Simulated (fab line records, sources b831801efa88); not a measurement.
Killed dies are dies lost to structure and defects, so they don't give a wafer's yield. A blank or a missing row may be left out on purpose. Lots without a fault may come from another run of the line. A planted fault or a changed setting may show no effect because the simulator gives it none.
A struck lot beside a sound one | flow sky130 | 18 steps out of a route of 708
Sound: wafers L352.2, L352.3, L352.6. Struck: wafers L363.3, L363.5, L363.6. The cause comes at the end.
At each step with rows: each side's tool, then ch and its chambers, then its first start. Under that, the readings that differ: sound wafers | struck wafers | difference of the means | sigmas: that difference in standard deviations of wafers without a fault.
alike: readings whose means differ by less than 2 such deviations, and words and numbers that are the same on both sides. not compared: withheld readings, readings that some wafer has no value for, bounds like >300 that may hide the same value, and numbers for which the record gives no deviation and whose values overlap.
The two part at a step that has a row with sigmas, a row that says differs or no value, or rows on one side only. Numbers that don't overlap but have no deviation are shown without sigmas and don't part them. A reading that every wafer of one side lacks parts them only if that side has two wafers or more.

first, 4 steps without rows for these wafers: SKY_LDD_HVP_SOFTBAKE_03 (time 60 s); SKY_LDD_HVP_EXPOSE_04 (exposes mask HVPTM, target cd 700 nm); SKY_LDD_HVP_PEB_05; SKY_LDD_HVP_DEVELOP_06 (develop time 60 s).
SKY_LDD_HVP_OVL_MEAS_07:
  sound on overlay-01, day 23 14:17; struck on overlay-02, day 28 04:18
  alike: LDD_HVP_OVL
then, 1 step without rows for these wafers: SKY_LDD_HVP_IMPLANT_08.
SKY_LDD_HVP_STRIP_09: strips in O2/N2.
  sound on plasma_asher-03 ch 0,1, day 23 14:28; struck on plasma_asher-03 ch 0,1, day 28 04:31
  alike: drypump_motor_current_A, oes_product_au, strip_time_to_endpoint_s
  not compared: rf_hours_counter_h
SKY_LDD_HVP_TW_MEAS_10:
  sound on film_metro-01, day 23 14:35; struck on film_metro-04, day 28 04:36
  alike: LDD_HVP_TW
then, 4 steps without rows for these wafers: SKY_LDD_LDN_DEHYDRATE_00 (time 60 s); SKY_LDD_LDN_HMDS_01 (prime time 60 s); SKY_LDD_LDN_COAT_02 (resist thk 1140 nm); SKY_LDD_LDN_SOFTBAKE_03 (time 60 s).
SKY_LDD_LDN_EXPOSE_04: exposes mask LDNTM, target cd 700 nm.
  sound on iline_stepper-01 ch 0, day 24 05:32; struck on iline_stepper-01 ch 0, day 28 20:27
  reading                         | sound                   | struck            | difference | sigmas
  model.LDD_LDN.overlay_x_nm (nm) | -0.5942 -0.5942 -0.5942 | 42.75 42.75 42.75 | +43.34     |
  alike: mask
then, 2 steps without rows for these wafers: SKY_LDD_LDN_PEB_05; SKY_LDD_LDN_DEVELOP_06 (develop time 60 s).
SKY_LDD_LDN_OVL_MEAS_07:
  sound on overlay-01, day 24 20:28; struck on overlay-01, day 29 09:12
  reading          | sound          | struck         | difference | sigmas
  LDD_LDN_OVL (nm) | -0.8 -1.1 -3.9 | 42.9 43.0 42.9 | +44.9      | +32
then, 1 step without rows for these wafers: SKY_LDD_LDN_IMPLANT_08.
-- the record jumps here: 21 days lie between the struck wafers' starts before and after (it left off in module LDD_LDN and takes up again in module PAD_OPEN, whose first step shown is number 708 of the route) --
SKY_PAD_OPEN_PROBE_99:
  sound on prober-02, day 47 06:13; struck on prober-01, day 50 06:13
  alike: killed_at_M0_to_M3, killed_at_M4_up, killed_at_contacts, killed_at_front_end, killed_at_other, killed_dies, killed_open, killed_short

WHERE THEY PART
Only at SKY_LDD_LDN_OVL_MEAS_07, within this record. Later steps at which nothing parts them and some readings are alike: SKY_PAD_OPEN_PROBE_99.

WHY: what the simulator had put in
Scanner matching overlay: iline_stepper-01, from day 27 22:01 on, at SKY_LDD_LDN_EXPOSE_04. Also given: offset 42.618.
